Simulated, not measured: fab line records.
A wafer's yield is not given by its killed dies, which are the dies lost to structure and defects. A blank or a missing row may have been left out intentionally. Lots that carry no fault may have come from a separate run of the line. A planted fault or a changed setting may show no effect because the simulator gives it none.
Which tool was responsible?	flow gf180mcu	Sampling: 12 lots, 36 wafers, 5 of 602 route steps

== WHAT THE GAUGES READ, wafer by wafer ==
GF_M1_CD_MEAS_14: the cd target is 230 nm. Usual: cd_nm at 230.0 nm, with a standard deviation of 1.2.
lot	measured	on	cd_nm (nm)	flag
L360	day 17 00:01	cd_sem-02	228.5 227.5 228.8	
L361	day 18 02:28	cd_sem-02	228.6 228.4 229.2	
L363	day 18 11:24	cd_sem-01	229.6 230.8 230.1	
L364	day 18 22:43	cd_sem-02	229.9 230.4 230.0	
L365	day 19 10:20	cd_sem-02	229.3 228.0 228.0	
L366	day 19 11:37	cd_sem-02	229.8 229.6 228.8	
L370	day 21 00:49	cd_sem-01	231.5 231.8 230.2	
L371	day 21 10:52	cd_sem-01	229.3 228.9 227.9	
L373	day 21 22:26	cd_sem-02	229.3 229.4 228.7	
L380	day 24 10:33	cd_sem-01	228.3 230.6 230.7	
L382	day 24 20:35	cd_sem-01	228.9 229.9 229.5	
L383	day 25 02:42	cd_sem-02	231.0 230.9 229.5	

GF_V1_THK_MEAS_01. Usual: V1_CVD_00_THK typically reads 600 nm, with standard deviation 5.8.
lot	measured	on	V1_CVD_00_THK (nm)	flag
L360	day 17 00:56	film_metro-03	597 595 600	
L361	day 18 03:23	film_metro-03	590 604 603	
L363	day 18 12:19	film_metro-04	607 600 605	
L364	day 18 23:38	film_metro-04	595 593 594	
L365	day 19 11:16	film_metro-02	611 607 604	
L366	day 19 12:31	film_metro-04	602 604 594	
L370	day 21 01:51	film_metro-04	603 596 601	
L371	day 21 11:45	film_metro-04	597 590 593	
L373	day 21 23:22	film_metro-03	599 605 598	
L380	day 24 11:29	film_metro-03	597 608 598	
L382	day 24 21:29	film_metro-02	589 598 593	
L383	day 25 03:35	film_metro-02	596 602 598	

== WHAT TOOL EACH LOT RAN ON (gives the tool, then ch and the chambers of the sampled wafers, and finally the start) ==
lot	GF_STI_ETCH_14	GF_STI_STRIP_15	GF_M1_STRIP_17
L360	rie_si-01 ch 2,3, day 2 00:59	plasma_asher-03 ch 0,1, day 2 01:04	plasma_asher-02 ch 0,1, day 17 00:16
L361	rie_si-01 ch 0,3, day 2 07:01	plasma_asher-01 ch 0,1, day 2 07:05	plasma_asher-02 ch 0,1, day 18 02:43
L363	rie_si-02 ch 0,1, day 2 16:01	plasma_asher-04 ch 0,1, day 2 16:07	plasma_asher-02 ch 0,1, day 18 11:40
L364	rie_si-01 ch 1,3, day 2 21:08	plasma_asher-03 ch 0,1, day 2 21:13	plasma_asher-03 ch 0,1, day 18 22:59
L365	rie_si-02 ch 1,2,3, day 3 05:55	plasma_asher-03 ch 0,1, day 3 05:59	plasma_asher-02 ch 1, day 19 10:35
L366	rie_si-01 ch 0,2,3, day 3 11:19	plasma_asher-04 ch 0,1, day 3 11:23	plasma_asher-01 ch 0,1, day 19 11:53
L370	rie_si-01 ch 0,1, day 4 06:16	plasma_asher-01 ch 0,1, day 4 06:20	plasma_asher-01 ch 0,1, day 21 01:05
L371	rie_si-01 ch 0,1, day 4 10:32	plasma_asher-01 ch 0,1, day 4 10:37	plasma_asher-02 ch 0,1, day 21 11:08
L373	rie_si-02 ch 1,2,3, day 4 22:22	plasma_asher-03 ch 0,1, day 4 22:26	plasma_asher-01 ch 0,1, day 21 22:43
L380	rie_si-02 ch 0,2, day 6 08:37	plasma_asher-01 ch 0,1, day 6 08:41	plasma_asher-03 ch 0,1, day 24 10:50
L382	rie_si-02 ch 1,2, day 6 19:28	plasma_asher-03 ch 1, day 6 19:32	plasma_asher-02 ch 0,1, day 24 20:52
L383	rie_si-02 ch 1,2,3, day 7 00:31	plasma_asher-01 ch 0,1, day 7 00:35	plasma_asher-01 ch 0,1, day 25 02:58
- GF_STI_ETCH_14: etches Si in HBr/Cl2/O2, target depth 360 nm, time 102.9 s.
- GF_STI_STRIP_15: strips in O2/N2.
- GF_M1_STRIP_17: strips in O2/N2.

== AS READ BY THE TOOLS THEMSELVES (means over the sampled wafers that have a number; for cases with no such wafer, the mark the record gives instead) ==
GF_STI_ETCH_14. Usual: drypump_motor_current_A 5.5 A, standard deviation 0.64; mfc_cl2_sccm 39.99 sccm, standard deviation 0.12; oes_product_au 1.002 a.u., standard deviation 0.011; throttle_valve_pct 25.655 %, standard deviation 0.012.
lot	tool	drypump_motor_current_A (A)	mfc_cl2_sccm (sccm)	oes_product_au (a.u.)	throttle_valve_pct (%)	flag
L360	rie_si-01	5.3	40.09	1.015	25.637	
L361	rie_si-01	5.6	40.00	1.013	25.650	
L363	rie_si-02	5.2	39.99	0.994	25.652	
L364	rie_si-01	6.0	40.11	1.016	25.652	
L365	rie_si-02	6.0	40.08	0.996	25.664	
L366	rie_si-01	5.5	39.78	1.010	25.654	
L370	rie_si-01	5.3	39.88	0.805	25.788	OFF
L371	rie_si-01	5.4	40.06	0.805	25.780	OFF
L373	rie_si-02	6.1	39.97	0.999	25.659	
L380	rie_si-02	6.2	39.97	0.988	25.666	
L382	rie_si-02	5.8	40.23	0.995	25.661	
L383	rie_si-02	6.0	40.11	1.005	25.662	

GF_STI_STRIP_15. Usual: drypump_motor_current_A 5.8 A, standard deviation 0.44; heater_power_w 322 W, standard deviation 41; oes_product_au 0.384 a.u., standard deviation 0.0053; strip_time_to_endpoint_s 3.75 s, standard deviation 0.051.
lot	tool	drypump_motor_current_A (A)	heater_power_w (W)	oes_product_au (a.u.)	strip_time_to_endpoint_s (s)	flag
L360	plasma_asher-03	5.9	335	0.384	3.74	
L361	plasma_asher-01	5.7	301	0.383	3.69	
L363	plasma_asher-04	5.2	349	0.380	3.75	
L364	plasma_asher-03	6.2	313	0.381	3.68	
L365	plasma_asher-03	6.2	314	0.392	3.81	
L366	plasma_asher-04	5.2	354	0.385	3.74	
L370	plasma_asher-01	5.7	305	0.404	4.14	OFF
L371	plasma_asher-01	5.9	300	0.402	4.13	OFF
L373	plasma_asher-03	6.2	310	0.380	3.67	
L380	plasma_asher-01	5.9	301	0.382	3.74	
L382	plasma_asher-03	5.5	350	0.386	3.74	
L383	plasma_asher-01	5.7	303	0.386	3.74	

GF_M1_STRIP_17. Usual: drypump_motor_current_A 6.0 A, standard deviation 0.34; heater_power_w 314 W, standard deviation 17; oes_product_au 0.537 a.u., standard deviation 0.0052; strip_time_to_endpoint_s 7.38 s, standard deviation 0.062.
lot	tool	drypump_motor_current_A (A)	heater_power_w (W)	oes_product_au (a.u.)	strip_time_to_endpoint_s (s)	flag
L360	plasma_asher-02	6.1	321	0.534	7.30	
L361	plasma_asher-02	6.1	321	0.535	7.43	
L363	plasma_asher-02	6.1	321	0.544	7.44	
L364	plasma_asher-03	5.9	330	0.535	7.27	
L365	plasma_asher-02	6.2	323	0.539	7.37	
L366	plasma_asher-01	5.7	305	0.539	7.42	
L370	plasma_asher-01	5.9	302	0.540	7.47	
L371	plasma_asher-02	6.1	330	0.534	7.35	
L373	plasma_asher-01	5.9	302	0.539	7.47	
L380	plasma_asher-03	6.2	309	0.542	7.44	
L382	plasma_asher-02	6.2	324	0.537	7.45	
L383	plasma_asher-01	5.9	306	0.540	7.40	

== THE ANSWER, worked out from the rows above alone ==
Rule: take the mean of a lot's wafers that have a number; if it is more than 3 standard deviations from the usual mean, the lot is off. Also off: a lot with no number at a reading for which 4 or more lots have one. Where the step has rows for the other lots, those lots are counted as sound. After the gauges, taken in route order, come the tools' own readings; for these a lot's mean is taken, as printed above. The first step at which some lot is off is used, and at that step the reading that is off furthest; a lot without a number counts as furthest.
Off: L370, L371 (GF_STI_ETCH_14, oes_product_au).
A tool fits if, at that step or a process step before it, it ran every lot that is off, and no sound lot after the first of them. One fits: rie_si-01 at GF_STI_ETCH_14. Its last sound lot is L366 (day 3 11:19), its first lot that is off L370 (day 4 06:16): a fault that began between those two fits.
The tool's own readings at GF_STI_ETCH_14 bear it out: on the lots that are off they differ by more than 5 times the standard deviation of the sound lots' means. oes_product_au reads 0.805 a.u. there against 1.003 a.u. on the sound lots; throttle_valve_pct reads 25.784 % there against 25.656 % on the sound lots.

== WHAT WAS PUT IN BY THE SIMULATOR ==
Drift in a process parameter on rie_si-01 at GF_STI_ETCH_14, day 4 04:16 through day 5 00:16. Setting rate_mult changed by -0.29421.
Lots struck among those shown: L370, L371. The rule above reached the same finding.
